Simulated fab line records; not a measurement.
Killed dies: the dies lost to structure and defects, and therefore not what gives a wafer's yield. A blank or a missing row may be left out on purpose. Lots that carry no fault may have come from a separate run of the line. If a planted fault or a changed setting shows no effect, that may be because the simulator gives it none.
fab line records    flow sky130
record: lots: 14  wafers: 42  last_day: 50
route steps=708 shown METAL2@499 VIA2@522 METAL3@533
lots that met no fault: taken from a fault-free run of the same line
start_h: the number of hours between the record's first day and the start of the first shown wafer of the lot    wait_h: hours since the lot's step before    " identical to the entry in the row above    L1.1+2: several wafers, shown together as one row    - either no value or no given start    * or withheld: withheld    < > ~ a bound
route shown NAME@n: a module of which the file shows steps, and the number in the route of the first    usual: mean/standard deviation taken from wafers without a fault    same: alike in all rows    chamber/n: place in a boat    sites: readings site by site    _std_site: the standard deviation of these    _edge_site: inner sites' mean taken away from outer sites' mean    radius_mm: for every site, how far away it sits from the centre of the wafer    mask NAME#n: copy n    behind: the tool/chamber that last shaped the wafer    hold: the reason the lot was held/the length of the hold in hours/how it ended    device: which transistor (n, p or np) failed to switch    end of line: tests run on the same wafers once the route is complete    a step with no rows: only its recipe    killed: dies that structure and defects cost at the first sort, which is not the same as the wafer's yield    map: a wafer's dies, marking killed ones x, the rest . and places with no die _
set.NAME: the setting the step ran with; set.NAME@STEP: the setting that earlier step ran with    model.NAME: the simulator's own value behind a step, which no gauge read
route steps across a sampled set of lots; one table per step, one row per wafer
services: when a tool's chamber went out of use (start_h, in hours from the record's first day, below 0 if earlier), for how many hours, and the reason
== steps ==
step: SKY_METAL2_OVL_MEAS_16
usual: METAL2_OVL: 0/5.4
lot.wafer  tool        chamber  start_h  wait_h  METAL2_OVL[nm]
L924.2     overlay-01  -        825.20   0.1     11
L924.3     "           -        "        "       2
L924.6     "           -        "        "       -1
L925.2     overlay-01  -        832.70   0.1     -7
L925.3     "           -        "        "       5
L925.4     "           -        "        "       0
L926.2     overlay-02  -        844.35   0.1     -1
L926.4     "           -        "        "       2
L926.5     "           -        "        "       -2
L927.1     overlay-01  -        851.39   0.1     -1
L927.3     "           -        "        "       -2
L927.5     "           -        "        "       -3
L928.1     overlay-01  -        866.45   0.1     -1
L928.4     "           -        "        "       4
L928.6     "           -        "        "       4
L930.1     overlay-01  -        880.33   0.1     -9
L930.3     "           -        "        "       -6
L930.4     "           -        "        "       -6
L933.1     overlay-02  -        898.45   0.1     -5
L933.4     "           -        "        "       4
L933.5     "           -        "        "       6
L935.1     overlay-01  -        912.58   0.1     -7
L935.3     "           -        "        "       -5
L935.6     "           -        "        "       0
L934.1     overlay-02  -        918.88   0.1     -5
L934.4     "           -        "        "       -4
L934.5     "           -        "        "       -4
L938.2     overlay-02  -        938.94   0.1     -7
L938.3     "           -        "        "       -2
L938.5     "           -        "        "       -2
L940.1     overlay-01  -        947.23   0.1     1
L940.2     "           -        "        "       4
L940.5     "           -        "        "       0
L941.1     overlay-02  -        958.51   0.1     3
L941.4     "           -        "        "       8
L941.6     "           -        "        "       8
L946.3     overlay-02  -        998.36   0.1     5
L946.4     "           -        "        "       -6
L946.5     "           -        "        "       4
L945.1     overlay-02  -        999.58   0.1     -1
L945.3     "           -        "        "       -4
L945.5     "           -        "        "       4
step: SKY_METAL2_METAL_ETCH_19
recipe: target_depth_a: 3600  stop_on: SiO2  over_etch_frac: 0.3  time_s: 78  chemistry: Cl2/BCl3  resist_sidewall_deg: 88  pressure_mtorr: 10  icp_w: 900  bias_w: 48.5  Cl2_flow_sccm: 60  bcl3_flow_sccm: 30
usual: bcl3_flow_sccm: 29.99/0.098  bias_w: 48.49/0.14  drypump_motor_current_A: 5.50/0.27  oes_product_au: 0.854/0.0058  throttle_valve_pct: 22.265/0.0093
lot.wafer  tool          chamber  start_h  wait_h  bcl3_flow_sccm  bias_w  drypump_motor_current_A  oes_product_au  rf_hours_counter_h  throttle_valve_pct
L924.2     rie_metal-03  1        825.45   0.1     30.14           48.64   5.44                     0.853           -                   22.282
L924.3     "             1        "        "       30.14           48.88   5.43                     0.844           -                   22.263
L924.6     "             1        "        "       30.09           48.50   5.44                     0.852           -                   22.268
L925.2     rie_metal-03  1        832.95   0.1     29.78           48.48   5.40                     0.856           -                   22.261
L925.3     "             1        "        "       30.07           48.43   5.40                     0.850           -                   22.266
L925.4     "             1        "        "       29.97           48.64   5.39                     0.854           -                   22.267
L926.2     rie_metal-01  0        844.47   0.0     30.01           48.55   5.89                     0.845           16                  22.255
L926.4     "             1        "        "       29.87           48.51   5.11                     0.858           -                   22.273
L926.5     "             1        "        "       29.88           48.55   5.11                     0.860           -                   22.252
L927.1     rie_metal-03  0        851.52   0.0     29.95           48.68   5.44                     0.855           0                   22.252
L927.3     "             0        "        "       29.68           48.44   5.44                     0.850           -                   22.276
L927.5     "             1        "        "       30.01           48.59   5.38                     0.866           -                   22.278
L928.1     rie_metal-01  1        866.58   0.0     29.86           48.44   5.09                     0.849           10                  22.266
L928.4     "             1        "        "       29.94           48.50   5.07                     0.845           -                   22.255
L928.6     "             1        "        "       29.96           48.29   5.07                     0.848           -                   22.251
L930.1     rie_metal-02  0        880.46   0.0     29.96           48.30   5.52                     0.852           8                   22.255
L930.3     "             0        "        "       29.99           48.52   5.53                     0.857           -                   22.269
L930.4     "             1        "        "       30.11           48.15   5.79                     0.855           -                   22.274
L933.1     rie_metal-01  0        898.58   0.0     30.02           48.28   5.86                     0.858           18                  22.269
L933.4     "             0        "        "       29.96           48.21   5.87                     0.845           -                   22.264
L933.5     "             0        "        "       30.00           48.24   5.87                     0.859           -                   22.261
L935.1     rie_metal-02  0        912.81   0.1     30.00           48.66   5.50                     0.852           11                  22.258
L935.3     "             0        "        "       30.01           48.62   5.49                     0.856           -                   22.254
L935.6     "             0        "        "       29.93           48.46   5.51                     0.858           -                   22.280
L934.1     rie_metal-01  1        919.11   0.1     30.05           48.62   5.12                     0.858           13                  22.267
L934.4     "             1        "        "       30.00           48.37   5.10                     0.865           -                   22.257
L934.5     "             1        "        "       30.10           48.52   5.09                     0.865           -                   22.260
L938.2     rie_metal-03  1        939.06   0.0     30.14           48.42   5.41                     0.861           11                  22.263
L938.3     "             0        "        "       30.04           48.20   5.46                     0.847           -                   22.265
L938.5     "             0        "        "       29.93           48.55   5.46                     0.864           -                   22.252
L940.1     rie_metal-02  0        947.36   0.0     29.91           48.43   5.53                     0.852           13                  22.265
L940.2     "             1        "        "       30.05           48.56   5.80                     0.858           1                   22.257
L940.5     "             0        "        "       29.88           48.70   5.54                     0.858           -                   22.254
L941.1     rie_metal-02  0        958.64   0.0     30.01           48.23   5.52                     0.850           13                  22.263
L941.4     "             1        "        "       29.96           48.67   5.80                     0.858           -                   22.254
L941.6     "             0        "        "       30.04           48.61   5.51                     0.863           -                   22.263
L946.3     rie_metal-02  1        998.51   0.1     29.90           48.45   5.80                     0.856           -                   22.267
L946.4     "             0        "        "       29.92           48.54   5.53                     0.855           -                   22.267
L946.5     "             1        "        "       29.94           48.55   5.81                     0.850           -                   22.273
L945.1     rie_metal-01  1        999.71   0.0     30.04           48.35   5.12                     0.847           17                  22.262
L945.3     "             1        "        "       30.18           48.65   5.12                     0.861           -                   22.265
L945.5     "             0        "        "       30.17           48.73   5.86                     0.851           -                   22.269
step: SKY_VIA2_ETCH_15
recipe: target: SiO2  chemistry: C4F8/O2/Ar  target_depth_nm: 546  stop_on: TiN  mask_material: KrF-thick  source_w: 1500  bias_w: 1200  pressure_mtorr: 40  c4f8_flow_sccm: withheld  O2_flow_sccm: 6  Ar_flow_sccm: 300  time_s: 84
usual: bias_w: 1200/3.7  chamber_pressure_mTorr: 40.00/0.037  oes_product_au: 0.939/0.0049
lot.wafer  tool         chamber  start_h  wait_h  bias_w  chamber_pressure_mTorr  oes_product_au  rf_hours_counter_h
L924.2     rie_diel-04  0        852.51   0.0     1206    40.00                   0.936           11
L924.3     "            1        "        "       1194    40.03                   0.936           7
L924.6     "            0        "        "       1200    39.93                   0.929           -
L925.2     rie_diel-04  0        861.11   0.0     1200    39.99                   0.944           12
L925.3     "            2        "        "       1200    40.01                   0.942           2
L925.4     "            3        "        "       1199    40.02                   0.943           -
L926.2     rie_diel-01  3        872.01   0.0     1202    40.02                   0.935           13
L926.4     "            0        "        "       1207    39.97                   0.931           -
L926.5     "            1        "        "       1206    40.00                   0.934           -
L927.1     rie_diel-04  2        879.92   0.0     1210    40.02                   0.941           2
L927.3     "            1        "        "       1194    40.09                   0.937           8
L927.5     "            1        "        "       1197    40.01                   0.943           -
L928.1     rie_diel-01  0        893.57   0.0     1200    40.03                   0.940           2
L928.4     "            3        "        "       1201    40.00                   0.937           14
L928.6     "            2        "        "       1204    39.97                   0.941           -
L930.1     rie_diel-01  2        907.81   0.0     1203    40.05                   0.934           1
L930.3     "            0        "        "       1199    39.94                   0.936           2
L930.4     "            3        "        "       1201    40.00                   0.939           14
L933.1     rie_diel-03  1        925.57   0.0     1204    40.00                   0.933           11
L933.4     "            2        "        "       1201    39.92                   0.940           -
L933.5     "            0        "        "       1201    39.99                   0.942           -
L935.1     rie_diel-03  3        940.16   0.0     1195    39.93                   0.942           0
L935.3     "            0        "        "       1200    40.04                   0.949           16
L935.6     "            1        "        "       1206    40.07                   0.944           -
L934.1     rie_diel-04  2        945.01   0.0     1204    40.03                   0.940           5
L934.4     "            0        "        "       1193    40.03                   0.945           -
L934.5     "            2        "        "       1202    40.00                   0.940           -
L938.2     rie_diel-03  1        964.86   0.0     1196    39.98                   0.929           13
L938.3     "            3        "        "       1195    40.05                   0.953           1
L938.5     "            3        "        "       1194    39.98                   0.937           -
L940.1     rie_diel-03  0        973.22   0.0     -       -                       -               -
L940.2     "            2        "        "       -       -                       -               -
L940.5     "            0        "        "       -       -                       -               -
L941.1     rie_diel-04  1        983.26   0.0     -       -                       -               -
L941.4     "            2        "        "       -       -                       -               -
L941.6     "            0        "        "       -       -                       -               -
L946.3     rie_diel-01  3        1023.06  0.0     1205    39.99                   0.941           18
L946.4     "            0        "        "       1199    40.04                   0.938           6
L946.5     "            1        "        "       1206    40.00                   0.941           -
L945.1     rie_diel-03  2        1024.01  0.0     1204    40.01                   0.945           22
L945.3     "            1        "        "       1201    39.99                   0.941           14
L945.5     "            0        "        "       1200    39.97                   0.934           -
step: SKY_VIA2_STRIP_16
recipe: chemistry: O2/N2  power_w: 1400  pressure_mtorr: 1500  platen_temp_c: withheld  o2_flow_sccm: 3000  n2_flow_sccm: 300  overash_fraction: 0.5
usual: drypump_motor_current_A: 5.6/0.46  oes_product_au: 0.399/0.0048  strip_time_to_endpoint_s: 4.04/0.037
lot.wafer  tool             chamber  start_h  wait_h  drypump_motor_current_A  oes_product_au  rf_hours_counter_h  strip_time_to_endpoint_s
L924.2     plasma_asher-03  1        852.57   0.0     6.5                      0.399           76                  4.06
L924.3     "                0        "        "       5.9                      0.394           -                   4.07
L924.6     "                0        "        "       5.9                      0.395           -                   4.05
L925.2     plasma_asher-02  0        861.17   0.0     5.8                      0.395           102                 4.03
L925.3     "                1        "        "       5.5                      0.403           -                   4.00
L925.4     "                0        "        "       5.9                      0.399           -                   4.07
L926.2     plasma_asher-01  1        872.07   0.0     5.2                      0.394           44                  4.04
L926.4     "                0        "        "       5.2                      0.394           -                   4.02
L926.5     "                0        "        "       5.2                      0.400           -                   3.98
L927.1     plasma_asher-02  0        879.99   0.0     5.8                      0.403           104                 4.00
L927.3     "                1        "        "       5.4                      0.391           -                   4.03
L927.5     "                1        "        "       5.4                      0.403           -                   4.06
L928.1     plasma_asher-02  0        893.64   0.0     5.9                      0.396           105                 4.03
L928.4     "                1        "        "       5.4                      0.402           -                   4.04
L928.6     "                1        "        "       5.5                      0.407           -                   4.01
L930.1     plasma_asher-01  1        907.87   0.0     5.2                      0.398           46                  3.98
L930.3     "                1        "        "       5.2                      0.403           -                   4.01
L930.4     "                0        "        "       5.2                      0.399           -                   4.04
L933.1     plasma_asher-03  0        925.64   0.0     5.9                      0.411           83                  4.07
L933.4     "                0        "        "       5.9                      0.394           -                   4.01
L933.5     "                0        "        "       5.9                      0.388           -                   4.02
L935.1     plasma_asher-03  0        940.22   0.0     5.9                      0.404           85                  4.12
L935.3     "                0        "        "       5.9                      0.402           -                   4.05
L935.6     "                1        "        "       6.6                      0.400           -                   4.11
L934.1     plasma_asher-03  0        945.07   0.0     5.9                      0.391           85                  3.99
L934.4     "                1        "        "       6.5                      0.398           -                   4.01
L934.5     "                0        "        "       5.9                      0.403           -                   4.00
L938.2     plasma_asher-01  0        964.92   0.0     5.2                      0.396           53                  4.07
L938.3     "                0        "        "       5.2                      0.393           -                   4.11
L938.5     "                0        "        "       5.2                      0.400           -                   4.09
L940.1     plasma_asher-01  0        973.28   0.0     5.2                      0.448           53                  5.20
L940.2     "                1        "        "       5.2                      0.447           53                  5.19
L940.5     "                0        "        "       5.2                      0.447           -                   5.18
L941.1     plasma_asher-02  1        983.32   0.0     5.4                      0.450           114                 5.22
L941.4     "                1        "        "       5.5                      0.447           -                   5.22
L941.6     "                1        "        "       5.5                      0.444           -                   5.23
L946.3     plasma_asher-01  1        1023.16  0.1     5.2                      0.396           -                   4.08
L946.4     "                0        "        "       5.2                      0.400           -                   4.07
L946.5     "                1        "        "       5.2                      0.397           -                   4.00
L945.1     plasma_asher-02  0        1024.07  0.0     5.9                      0.402           117                 4.07
L945.3     "                0        "        "       5.8                      0.399           -                   4.06
L945.5     "                0        "        "       5.9                      0.400           -                   4.04
step: SKY_METAL3_SPUTTER_01
recipe: material: TiN  target_thk_nm: 20  power_w: 6500  time_s: 16.7  chamber_pressure_pa: 0.4
usual: throttle_valve_pct: 29.6/1
lot.wafer  tool            chamber  start_h  wait_h  throttle_valve_pct
L924.2     pvd_sputter-02  -        853.90   0.0     28.4
L924.3     "               -        "        "       29.0
L924.6     "               -        "        "       29.3
L925.2     pvd_sputter-03  -        862.46   0.0     28.5
L925.3     "               -        "        "       30.3
L925.4     "               -        "        "       29.5
L926.2     pvd_sputter-03  -        873.45   0.0     29.6
L926.4     "               -        "        "       28.2
L926.5     "               -        "        "       30.3
L927.1     pvd_sputter-04  -        881.42   0.0     30.7
L927.3     "               -        "        "       28.6
L927.5     "               -        "        "       28.7
L928.1     pvd_sputter-04  -        894.92   0.0     30.4
L928.4     "               -        "        "       30.6
L928.6     "               -        "        "       28.8
L930.1     pvd_sputter-04  -        909.19   0.0     29.0
L930.3     "               -        "        "       30.4
L930.4     "               -        "        "       30.4
L933.1     pvd_sputter-04  -        926.92   0.0     30.7
L933.4     "               -        "        "       31.3
L933.5     "               -        "        "       30.3
L935.1     pvd_sputter-04  -        941.52   0.0     30.2
L935.3     "               -        "        "       30.7
L935.6     "               -        "        "       31.0
L934.1     pvd_sputter-04  -        946.53   0.0     31.1
L934.4     "               -        "        "       30.5
L934.5     "               -        "        "       30.5
L938.2     pvd_sputter-02  -        966.21   0.0     29.2
L938.3     "               -        "        "       29.4
L938.5     "               -        "        "       28.2
L946.3     pvd_sputter-02  -        1024.44  0.0     29.2
L946.4     "               -        "        "       29.2
L946.5     "               -        "        "       29.2
L945.1     pvd_sputter-02  -        1025.40  0.0     29.3
L945.3     "               -        "        "       28.0
L945.5     "               -        "        "       28.0
== services ==
tool             chamber  start_h  hours  kind
plasma_asher-02  -        812.74   3.3    repair
rie_metal-01     -        817.47   0.8    repair
rie_metal-03     -        844.26   0.6    repair
rie_diel-03      1        848.87   39.3   repair
rie_diel-04      -        854.65   0.6    repair
rie_diel-04      1        860.03   1.4    repair
rie_metal-02     -        870.71   1.4    pm
plasma_asher-01  -        885.80   7.4    repair
rie_diel-03      3        889.32   7.5    repair
pvd_sputter-03   -        893.67   2.5    repair
rie_metal-03     1        894.15   19.9   repair
pvd_sputter-04   1        895.05   -      consumable_replace:kit
pvd_sputter-04   1        895.05   18.0   scheduled_down
plasma_asher-03  -        911.56   3.2    repair
plasma_asher-02  -        929.95   3.3    repair
rie_diel-04      3        939.36   9.7    repair
rie_metal-01     0        951.56   3.3    repair
plasma_asher-02  -        954.02   2.8    pm
plasma_asher-03  -        958.84   1.6    repair
rie_diel-04      3        985.38   8.4    repair
plasma_asher-03  -        990.17   1.4    repair
plasma_asher-02  -        1010.55  5.3    repair
plasma_asher-02  -        1015.91  2.4    repair
rie_metal-01     0        1017.30  3.6    repair
== key ==
first_sign: step: SKY_VIA2_ETCH_15  reading: tool_record  direction: missing
effect: step: SKY_VIA2_STRIP_16  reading: strip_time_to_endpoint_s  direction: up  sigmas: 31  usual: *  struck: *
met_at SKY_VIA2_ETCH_15
struck_lots L940,L941
later_rows_left_out L940.1,L940.2,L940.5,L941.1,L941.4,L941.6
sort_left_out L940.1,L940.2,L940.5,L941.1,L941.4,L941.6
not_acting_at SKY_METAL2_OVL_MEAS_16,SKY_METAL2_METAL_ETCH_19,SKY_METAL3_SPUTTER_01
onset_between 964.86 973.22
fault: kind: skipped_step_whole  tool: rie_diel-03,rie_diel-04  chamber: -  onset_h: 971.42  steps: SKY_VIA2_ETCH_15  scope: struck_lots_only
sort_left_out: the simulated sort isn't trusted on such a fault, so these wafers' sort isn't shown, and their yield isn't known
later_rows_left_out: the simulator's readings of these wafers behind a module that went badly wrong aren't trusted and aren't shown, but for the sort
